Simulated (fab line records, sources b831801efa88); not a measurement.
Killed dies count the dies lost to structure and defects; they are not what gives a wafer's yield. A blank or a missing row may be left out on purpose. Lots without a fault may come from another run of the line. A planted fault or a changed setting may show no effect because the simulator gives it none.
A lot that was struck, set against a sound lot	flow gf180mcu	16 steps out of a route of 602
Sound: the wafers L802.2, L802.3, L802.4. Struck: wafer L807.2. (L807.3, L807.4 of the same lot were not struck and are left out.) The cause comes at the end.
At each step with rows: each side's tool, then ch and its chambers, then its first start. Under that, the readings that differ: sound wafers	struck wafers	difference of the means	sigmas: that difference in standard deviations of wafers without a fault.
alike: words and numbers the same on both sides, and readings whose means are apart by under 2 such deviations; not compared: readings that were withheld, readings missing a value for some wafer, numbers with overlapping values and no deviation given by the record, and bounds like >300 which may hide the same value.
The two part at a step that has a row with sigmas, a row that says differs or no value, or rows on one side only. Numbers that don't overlap but have no deviation are shown without sigmas and don't part them. A reading that every wafer of one side lacks parts them only if that side has two wafers or more.

GF_M1_SPUTTER_04: material TiN, target thk 50 nm, time 41.7 s.
  struck on pvdSputter-03, day 18 11:20; sound on pvdSputter-04, day 16 13:50
  alike: throttleValvePct
GF_M1_RS_MEAS_05: measurement is done with a four-point probe.
  struck on filmMetro-04, day 18 11:23; sound on filmMetro-04, day 16 13:54
  alike: M1_ALCU_RS
GF_M1_THK_MEAS_06: measures by xrf.
  struck on filmMetro-04, day 18 11:30; sound on filmMetro-04, day 16 14:01
  alike: M1_ALCU_THK
then, 7 steps without rows for these wafers: GF_M1_DEHYDRATE_07 (time 60 s); GF_M1_HMDS_08 (prime time 60 s); GF_M1_COAT_09 (resist thk 1000 nm); GF_M1_SOFTBAKE_10 (time 60 s); GF_M1_EXPOSE_11 (exposes mask Metal1, target cd 230 nm); GF_M1_PEB_12 (peb time 90 s); GF_M1_DEVELOP_13 (develop time 60 s).
GF_M1_CD_MEAS_14: target cd 230 nm.
  struck on cdSem-01, day 19 10:58; sound on cdSem-02, day 17 13:10
  alike: cdNm
GF_M1_OVL_MEAS_15:
  struck on overlay-02, day 19 11:05; sound on overlay-01, day 17 13:17
  alike: M1_OVL
GF_M1_METAL_ETCH_16: etches the open film in Cl2/BCl3, stops on SiO2, target depth 627.5 nm, time 104.6 s.
  sound on rieMetal-02 ch 0,1, day 17 13:19; struck on rieMetal-03 ch 0, day 19 11:08
reading	sound	struck	difference	sigmas
oesProductAu (a.u.)	0.974 0.967 0.972	1.001	+0.030	+5
runLengthS (s)	133.2 133.7 134.2	109.8	-23.9	-28
throttleValvePct (%)	28.260 28.259 28.263	28.206	-0.055	-5
model.etch.depthNm (nm)	600.2 596.5 601.2	491.8	-107.5	
model.M1.featureDepthNm (nm)	600.2 596.5 601.2	491.8	-107.5	
model.KrF_of_M1_COAT_09.thkNm (nm)	736.5 735.1 736.5	787.6	+51.6	
  alike: drypumpMotorCurrentA
  not compared: biasW, rfHoursCounterH
GF_M1_STRIP_17: strips in O2/N2.
  sound on plasmaAsher-03 ch 0,1, day 17 13:25; struck on plasmaAsher-01 ch 1, day 19 11:20
reading	sound	struck	difference	sigmas
heaterPowerW (W)	410 333 393	307	-72	-2
oesProductAu (a.u.)	0.562 0.553 0.560	0.575	+0.017	+3
stripTimeToEndpointS (s)	7.89 7.87 7.89	8.40	+0.52	+11
  alike: drypumpMotorCurrentA
  not compared: rfHoursCounterH
then, 1 step without rows for these wafers: GF_M1_STRIP_18 (strips in post etch residue remover, time 1200 s).
-- the record jumps here: 11 days lie between the struck wafers' starts before and after (it left off in module M1 and takes up again in module PASSIVATION, whose first step shown is number 602 of the route) --
GF_PASSIVATION_PROBE_99:
  struck on prober-01, day 30 21:07; sound on prober-02, day 29 10:44
reading	sound	struck	difference	sigmas
model.etest.ldnmos_10p0.overLimit	0 0 0	1	+1	
model.etest.diodePwellDnwell.overLimit	0 0 0	1	+1	
model.etest.ppolyU.short	0 0 0	1	+1	
model.etest.nmos_6p0_turned.short	0 0 0	1	+1	
model.etest.isoNplusNwell.overLimit	0 0 0	1	+1	
  not compared: model.etest.tester.sortNPass, model.etest.tester.sortYieldPct, model.etest.tester.sort_bin_3_pct

== WHERE THEY PART ==
First at GF_M1_METAL_ETCH_16; last, within this record, at GF_M1_STRIP_17.

WHY: what the simulator had put in
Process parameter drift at GF_M1_METAL_ETCH_16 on rieMetal-03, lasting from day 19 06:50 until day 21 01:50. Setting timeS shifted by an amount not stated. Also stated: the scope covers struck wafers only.
